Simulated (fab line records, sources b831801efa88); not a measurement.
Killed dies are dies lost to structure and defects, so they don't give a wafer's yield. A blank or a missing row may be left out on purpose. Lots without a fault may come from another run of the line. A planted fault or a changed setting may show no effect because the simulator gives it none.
Problem report in the 8D (eight disciplines) form, filled by code | flow sky130 | the parts of the form that need people (team, actions taken, sign-off) are left out

1. THE PROBLEM
SD_N_RS at SKY_SD_N_RS_MEAS_16 reads a mean of 60.45 ohm/sq on 6 wafers of 2 lots; wafers without a fault read 68.59 ohm/sq with a standard deviation of 0.12. That is -68 standard deviations from the usual mean.
The step: measures by four-point-probe.
First seen on wafer L417.1, day 31 21:12, on film_metro-02. The record holds 33 wafers of 11 lots with a number at this step. Rule for "out", or "out of limits": more than 4 standard deviations from the usual mean. The other wafers with a number count as sound.

2. WHAT IT IS AND WHAT IT IS NOT
question                    | is                           | is not
which readings at this step | SD_N_RS                      | -
which lots                  | L417, L419                   | L411, L413, L414, L415, L416, L418, L420, L426, L429
which wafers of those lots  | all that have a number       | -
read on which gauges        | film_metro-01, film_metro-02 | film_metro-03
when                        | from day 31 21:12            | up to then (15 sound wafers); but 12 sound wafers of L418, L420, L426, L429 came after

3. SUSPECTS, AND WHAT RULES EACH OUT
Counting: a tool at a process step up to the reading stays a suspect if it ran every lot that is out and no sound lot after the first of them.
- the gauge at SKY_SD_N_RS_MEAS_16: ruled out. The wafers that are out were read on 2 gauges (film_metro-01, film_metro-02).
- rtp_anneal-01 at SKY_SD_N_RTA_14 (time 2 s): ruled out as a lasting fault. Sound lots L429 ran on it after its first lot that is out, L417 (day 31 21:02).
Left after counting: nothing in the record.

4. THE CAUSE (what the simulator had put in)
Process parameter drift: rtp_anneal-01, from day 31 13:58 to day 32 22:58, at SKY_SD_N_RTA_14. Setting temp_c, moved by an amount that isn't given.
Counting ruled it out, wrongly: the rule takes a fault to strike every lot that its tool runs from its start on, and this one did not.

5. THE CHAIN OF EFFECTS, in route order
Each row: a reading whose mean over the struck wafers that have a number lies more than 3 standard deviations from the usual. Only readings for which the record gives a usual standard deviation are gone through. hours: the time from each lot's start at the first step in this table that gives one to its start at this step, as a median over the lots. sigmas: the change in usual standard deviations.
hours | step                | reading          | usual        | on struck wafers | change | sigmas
0     | SKY_SD_N_RTA_14     | lamp_power_pct   | 15.74 %      | 16.76            | +1.02  | +20
0     | SKY_SD_N_RTA_14     | wafer_temp_C_max | 1078.2       | 1121.6           | +43.4  | +36
0     | SKY_SD_N_RS_MEAS_16 | SD_N_RS          | 68.59 ohm/sq | 60.45            | -8.14  | -68
0     | SKY_SD_N_RS_MEAS_17 | SD_P_RS          | 147.1 ohm/sq | 107.9            | -39.2  | -99 or more
The process steps in it:
- SKY_SD_N_RTA_14: time 2 s.
Later measuring or inspecting steps at which every struck wafer that the step has a row for has a number for every such reading, and none has moved that far: SKY_SD_N_RS_MEAS_18, SKY_VIA1_OVL_MEAS_13.

6. WHAT WOULD HAVE CAUGHT IT SOONER
In this record the first reading out of limits at a measuring or inspecting step was taken at day 31 21:12, 7 hours after the fault began at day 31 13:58.
The tool's own readings at SKY_SD_N_RTA_14 were out on every struck wafer that the step has a row for (lamp_power_pct, wafer_temp_C_max): an alarm limit on them would have fired on the first of those.
